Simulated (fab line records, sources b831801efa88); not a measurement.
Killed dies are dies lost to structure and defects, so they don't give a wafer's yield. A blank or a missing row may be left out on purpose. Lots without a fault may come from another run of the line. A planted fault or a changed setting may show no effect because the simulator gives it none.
Which tool did it? | flow gf180mcu | 12 lots, 36 wafers sampled, at 4 steps of a route of 602

WHAT THE GAUGES READ, wafer by wafer
GF_SALICIDE_RS_MEAS_04: measures by four-point-probe. Usual: SALICIDE_TIN_RS 16.2 ohm/sq, standard deviation 0.35.
lot  | measured     | on            | SALICIDE_TIN_RS (ohm/sq) | flag
L419 | day 15 04:59 | film_metro-03 | 15.8 16.0 15.8           |
L420 | day 15 10:11 | film_metro-03 | 15.7 16.0 15.7           |
L423 | day 16 15:52 | film_metro-02 | 16.4 16.0 16.4           |
L424 | day 17 00:35 | film_metro-02 | 16.1 16.2 16.4           |
L425 | day 17 04:57 | film_metro-03 | 16.6 16.2 16.5           |
L428 | day 18 21:37 | film_metro-02 | 16.2 16.0 15.8           |
L434 | day 20 19:40 | film_metro-03 | 16.2 16.1 16.6           |
L435 | day 21 00:15 | film_metro-03 | 16.9 16.9 16.8           |
L436 | day 21 10:52 | film_metro-03 | 16.0 16.2 16.2           |
L440 | day 22 09:23 | film_metro-03 | 15.9 16.0 15.8           |
L441 | day 22 17:57 | film_metro-03 | 16.7 16.1 16.9           |
L442 | day 23 05:37 | film_metro-03 | 16.6 17.1 16.6           |

GF_CONTACT_CD_MEAS_14: target cd 220 nm. Usual: cd_nm 219.9 nm, standard deviation 1.3.
lot  | measured     | on        | cd_nm (nm)        | flag
L419 | day 16 04:21 | cd_sem-01 | 221.3 219.2 220.4 |
L420 | day 16 09:12 | cd_sem-02 | 222.2 220.0 220.2 |
L423 | day 17 15:30 | cd_sem-01 | 218.3 219.6 220.7 |
L424 | day 18 00:32 | cd_sem-02 | 222.4 221.4 221.9 |
L425 | day 18 05:19 | cd_sem-02 | 216.6 217.0 216.2 |
L428 | day 19 23:22 | cd_sem-02 | 218.6 218.4 217.3 |
L434 | day 21 20:13 | cd_sem-02 | 218.5 218.2 216.9 |
L435 | day 22 01:01 | cd_sem-02 | 216.7 217.5 218.2 |
L436 | day 22 11:32 | cd_sem-02 | 221.5 221.7 220.5 |
L440 | day 23 09:14 | cd_sem-02 | 221.1 220.2 220.0 |
L441 | day 23 18:05 | cd_sem-01 | 220.4 219.9 222.1 |
L442 | day 24 05:29 | cd_sem-01 | 219.8 220.1 220.8 |

WHICH TOOL RAN EACH LOT (tool, then ch and the chambers of the sampled wafers, then the start)
lot  | GF_CONTACT_CMP_04             | GF_CONTACT_COAT_09
L419 | cmp-02 ch 1,3, day 15 05:49   | litho_track-01 ch 0, day 15 17:00
L420 | cmp-01 ch 1,3, day 15 11:01   | litho_track-02 ch 0, day 15 22:00
L423 | cmp-01 ch 0,2,3, day 16 16:38 | litho_track-02 ch 0, day 17 03:00
L424 | cmp-01 ch 0,2,3, day 17 01:25 | litho_track-04 ch 0, day 17 12:00
L425 | cmp-02 ch 2,3, day 17 05:50   | litho_track-02 ch 0, day 17 17:00
L428 | cmp-02 ch 1,2,3, day 18 22:25 | litho_track-01 ch 0, day 19 10:00
L434 | cmp-01 ch 0,2,3, day 20 20:31 | litho_track-04 ch 0, day 21 08:00
L435 | cmp-02 ch 0,3, day 21 00:57   | litho_track-04 ch 0, day 21 12:00
L436 | cmp-01 ch 0,1,2, day 21 11:39 | litho_track-02 ch 0, day 21 23:00
L440 | cmp-02 ch 0,1,2, day 22 10:15 | litho_track-04 ch 0, day 22 21:00
L441 | cmp-02 ch 0,1, day 22 18:45   | litho_track-02 ch 0, day 23 06:00
L442 | cmp-01 ch 0,1,3, day 23 06:18 | litho_track-02 ch 0, day 23 17:00
- GF_CONTACT_CMP_04: polishes SiO2.
- GF_CONTACT_COAT_09: resist thk 1000 nm.

WHAT THE TOOLS THEMSELVES READ (means of the sampled wafers that have a number; where no wafer has one, the mark that the record gives instead)
GF_CONTACT_CMP_04. Usual: head_pressure_psi 4.002 psi, standard deviation 0.0087; motor_current_A 11.9 A, standard deviation 1.1; retaining_ring_pressure_frac 1.000, standard deviation 0.0053; time_to_endpoint_s 109 s, standard deviation 5.6.
lot  | tool   | head_pressure_psi (psi) | motor_current_A (A) | retaining_ring_pressure_frac | time_to_endpoint_s (s) | flag
L419 | cmp-02 | 4.002                   | 12.7                | 0.995                        | 105                    |
L420 | cmp-01 | 4.007                   | 12.6                | 1.004                        | 104                    |
L423 | cmp-01 | 3.999                   | 11.2                | 0.998                        | 104                    |
L424 | cmp-01 | 3.997                   | 11.3                | 1.002                        | 118                    |
L425 | cmp-02 | 4.000                   | 12.1                | 0.997                        | 106                    |
L428 | cmp-02 | 3.996                   | 12.5                | 1.001                        | 106                    |
L434 | cmp-01 | 3.992                   | 10.8                | 1.001                        | 111                    |
L435 | cmp-02 | 4.004                   | 12.8                | 0.998                        | 109                    |
L436 | cmp-01 | 3.997                   | 11.5                | 1.000                        | 113                    |
L440 | cmp-02 | 4.006                   | 12.8                | 0.999                        | 114                    |
L441 | cmp-02 | 3.993                   | 12.4                | 0.995                        | 113                    |
L442 | cmp-01 | 3.999                   | 11.9                | 0.996                        | 109                    |

THE ANSWER, worked out from the rows above alone
Rule: a lot is off if the mean of its wafers that have a number lies more than 3 standard deviations from the usual mean. A lot without any number at a reading at which 4 lots or more have one is off too. The other lots that the step has rows for count as sound. The gauges are gone through in route order, then the tools' own readings, and for those a lot's mean is taken as printed above. The first step at which some lot is off is used, and at that step the reading that is off furthest; a lot without a number counts as furthest.
No lot is off at any reading shown: from this, nothing can be told.

WHAT THE SIMULATOR HAD PUT IN
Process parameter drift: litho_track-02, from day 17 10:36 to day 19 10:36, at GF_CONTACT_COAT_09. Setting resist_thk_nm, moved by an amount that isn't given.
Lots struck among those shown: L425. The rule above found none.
